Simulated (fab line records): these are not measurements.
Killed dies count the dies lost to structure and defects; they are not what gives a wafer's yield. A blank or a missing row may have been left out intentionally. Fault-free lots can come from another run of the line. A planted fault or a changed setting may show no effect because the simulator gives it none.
Which tool is to blame?	flow gf180mcu	11 lots, 33 wafers sampled, at 1 step of a route of 602

== WHAT THE GAUGES SHOWED, per wafer ==
GF_V2_OVL_MEAS_15.
lot	measured	on	V2_OVL (nm)
L772	day 21 02:58	overlay-01	-2 -4 -4
L773	day 21 07:25	overlay-01	-6 -2 -2
L774	day 22 06:16	overlay-01	2 5 5
L777	day 23 20:22	overlay-01	0 -1 -8
L780	day 24 17:14	overlay-01	-1 4 -1
L783	day 25 11:54	overlay-02	9 12 8
L782	day 25 14:19	overlay-01	-3 -3 -6
L785	day 25 21:17	overlay-02	-3 -5 -4
L791	day 27 13:11	overlay-02	0 -1 4
L792	day 27 22:44	overlay-01	9 3 7
L793	day 28 01:46	overlay-02	11 12 15

== WHICH TOOL RAN EACH LOT (tool, then ch and the chambers of the sampled wafers, then the start) ==
There is no process step in the record ahead of these readings.

== THE ANSWER, worked out from the rows above alone ==
Rule: usual is defined by the lots themselves. The widest of any qualifying gaps counts: lots, ordered by their means at a reading, are off when they make up no more than a third of the lots, leave a main group of 4 or more, and stand apart from it by 3 or more times the standard deviation of that group's means. If all means in a main group match to the digits the tables above print for the reading, that group is not used. Also off: a lot with no number at a reading for which 4 or more lots have one. All remaining lots with rows at the step are treated as sound.
No lot is off at any reading shown: from this, nothing can be told.

== WHAT HAD BEEN PUT IN BY THE SIMULATOR ==
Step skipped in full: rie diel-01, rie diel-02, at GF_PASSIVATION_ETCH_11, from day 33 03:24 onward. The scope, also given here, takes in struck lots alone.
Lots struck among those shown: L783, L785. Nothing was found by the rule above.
